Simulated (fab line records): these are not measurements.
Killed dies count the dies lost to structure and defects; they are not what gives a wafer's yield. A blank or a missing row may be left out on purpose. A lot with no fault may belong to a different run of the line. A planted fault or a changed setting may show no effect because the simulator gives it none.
fab line records + flow sky130
record:
- lots: 13
- wafers: 39
- last_day: 50
route steps=708 shown RES_PROTECT@210 PAD_OPEN@708
lots untouched by any fault: they come from a run of this same line in which no faults occurred
start_h: hours from the record's first day to the start of the lot's first wafer shown + wait_h: hours elapsed since this lot's preceding step + " as in the row above + L1.1+2: a single row standing in for several wafers + - value missing, or start not given + * or withheld: withheld + < > ~ a bound
route shown NAME@n: NAME is a module with steps in the file, n the number in the route of the first one + usual: average and standard deviation across the fault-free wafers + same: alike in all rows + chamber/n: place in a boat + sites: per-site readings + _std_site: standard deviation of those values + _edge_site: the outer-site mean with the inner-site mean subtracted + radius_mm: how far each site lies from the wafer's centre + mask NAME#n: copy n + behind: the last tool/chamber to shape the wafer + hold: what put the lot on hold/how long, in hours/how the hold closed + device: whichever transistor did not switch (one of n, p or np) + end of line: tests of these same wafers at the route's end + a step without rows: its recipe alone + killed: the dies lost at the first sort to structure and to defects; this is not the yield of the wafer + map: the dies of a wafer, with x for killed, . for not killed, _ for no die there
set.NAME: the setting as run; set.NAME@STEP: as run at that earlier step + model.NAME: the simulator's own value behind a step, which no gauge read
the route's steps for a sample of lots (tables are steps, rows are wafers)
services: when a tool's chamber went out of use (start_h, in hours from the record's first day, below 0 if earlier), for how many hours, and the reason
== steps ==
step: SKY_RES_PROTECT_EXPOSE_04
recipe:
- mask_id: RPM
- na: 0.6
- source_shape: conventional
- sigma_outer: 0.6
- polarization: unpolarized
- target_cd_nm: 1270
- dose_mj: 131
same:
- na: 0.6
| lot.wafer  | tool             | chamber | start_h | wait_h | mask     |
|------------|------------------|---------|---------|--------|----------|
| L706.1+3+5 | iline_stepper-01 | 0       | 330.53  | -      | RPM#0    |
| L708.4+5+6 | iline_stepper-01 | 0       | 338.74  | -      | RPM#0    |
| L712.3+4+6 | iline_stepper-01 | 0       | 372.44  | -      | RPM#0    |
| L713.2+3+5 | iline_stepper-02 | 0       | 380.56  | -      | RPM#0    |
| L714.1+3+4 | iline_stepper-02 | 0       | 393.50  | -      | RPM#0    |
| L715.1+5+6 | iline_stepper-01 | 0       | 408.58  | -      | RPM#0    |
| L718.1+3+5 | iline_stepper-02 | 0       | 422.88  | -      | RPM#0    |
| L719.1+3+6 | iline_stepper-02 | 0       | 430.38  | -      | RPM#0    |
| L720.1+4+6 | iline_stepper-01 | 0       | 441.04  | -      | RPM_R1#0 |
| L723.3+5+6 | iline_stepper-01 | 0       | 485.51  | -      | RPM#0    |
| L725.1+4+5 | iline_stepper-01 | 0       | 487.48  | -      | RPM#0    |
| L727.2+3+5 | iline_stepper-01 | 0       | 499.65  | -      | RPM#0    |
| L729.1+2+6 | iline_stepper-01 | 0       | 519.03  | -      | RPM#0    |
step: SKY_PAD_OPEN_PROBE_99
usual:
- killed_at_M0_to_M3: 43/7.2
- killed_at_M4_up: 3.3/2
- killed_at_contacts: 25/5.8
- killed_at_front_end: 15/4.5
- killed_at_other: 0.3/0.62
- killed_dies: 86/9.4
- killed_open: 47/7.1
- killed_short: 39/6
same:
- gross_dies: 492
- killed_at_back_side: 0
| lot.wafer | tool      | chamber | start_h | wait_h | killed_at_M0_to_M3 | killed_at_M4_up | killed_at_contacts | killed_at_front_end | killed_at_other | killed_dies | killed_open | killed_short |
|-----------|-----------|---------|---------|--------|--------------------|-----------------|--------------------|---------------------|-----------------|-------------|-------------|--------------|
| L720.1    | prober-01 | -       | 1155.57 | 0.1    | 40                 | 3               | 31                 | 11                  | 0               | 85          | 54          | 31           |
| L720.4    | prober-01 | -       | 1155.72 | 0.2    | 51                 | 6               | 22                 | 9                   | 0               | 88          | 39          | 49           |
| L720.6    | prober-01 | -       | 1155.82 | 0.2    | 41                 | 6               | 25                 | 14                  | 0               | 86          | 46          | 39           |
killed by level:class
L720.1 LI_CONTACT:geometric_particle:open=13 VIA1:geometric_particle:open=12 CONTACT:geometric_particle:open=9 METAL1:geometric_particle:short=5 VIA3:geometric_particle:open=4 VIA1:geometric_particle:short=4 VIA2:geometric_particle:open=4 FIELD_ISO:geometric_particle:open=3
L720.4 VIA1:geometric_particle:open=18 METAL1:geometric_particle:short=8 CONTACT:geometric_particle:open=6 LI_CONTACT:geometric_particle:short=5 CONTACT:geometric_particle:short=5 VIA1:geometric_particle:short=5 METAL2:geometric_particle:short=5 LI_CONTACT:geometric_particle:open=4
L720.6 VIA1:geometric_particle:open=15 CONTACT:geometric_particle:open=11 METAL1:geometric_particle:short=7 CONTACT:geometric_particle:short=6 POLY_GATE:geometric_particle:open=5 VIA1:geometric_particle:short=4 VIA2:geometric_particle:short=4 METAL4:geometric_particle:short=4
== services ==
| tool             | chamber | start_h | hours | kind        |
|------------------|---------|---------|-------|-------------|
| iline_stepper-02 | -       | 310.99  | 3.7   | repair      |
| iline_stepper-02 | -       | 365.99  | 1.7   | pm          |
| iline_stepper-01 | -       | 429.89  | 1.7   | pm          |
| iline_stepper-02 | 0       | 446.29  | -     | calibration |
| iline_stepper-02 | -       | 483.47  | 3.7   | repair      |
| iline_stepper-01 | 0       | 503.63  | -     | calibration |
| iline_stepper-02 | -       | 507.55  | 12.8  | repair      |
== key ==
first_sign:
- step: SKY_RES_PROTECT_EXPOSE_04
- reading: mask
- direction: changed
effect none on later readings
met_at SKY_RES_PROTECT_EXPOSE_04
struck_lots L720
tester_left_out L720
onset_between 408.58 441.04
fault:
- kind: wrong_mask
- tool: any
- chamber: -
- onset_h: 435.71
- steps: SKY_RES_PROTECT_EXPOSE_04
- aux_copy: RPM_R1#0
- cd_offset_nm: 190
- scope: struck_lots_only
tester_left_out: of these lots the tester's yield and bins aren't shown, on N5 and GAA mostly nor the transistor test; their killed dies are dies lost to structure and defects alone, not to doping, threshold or leakage, so they don't give the yield
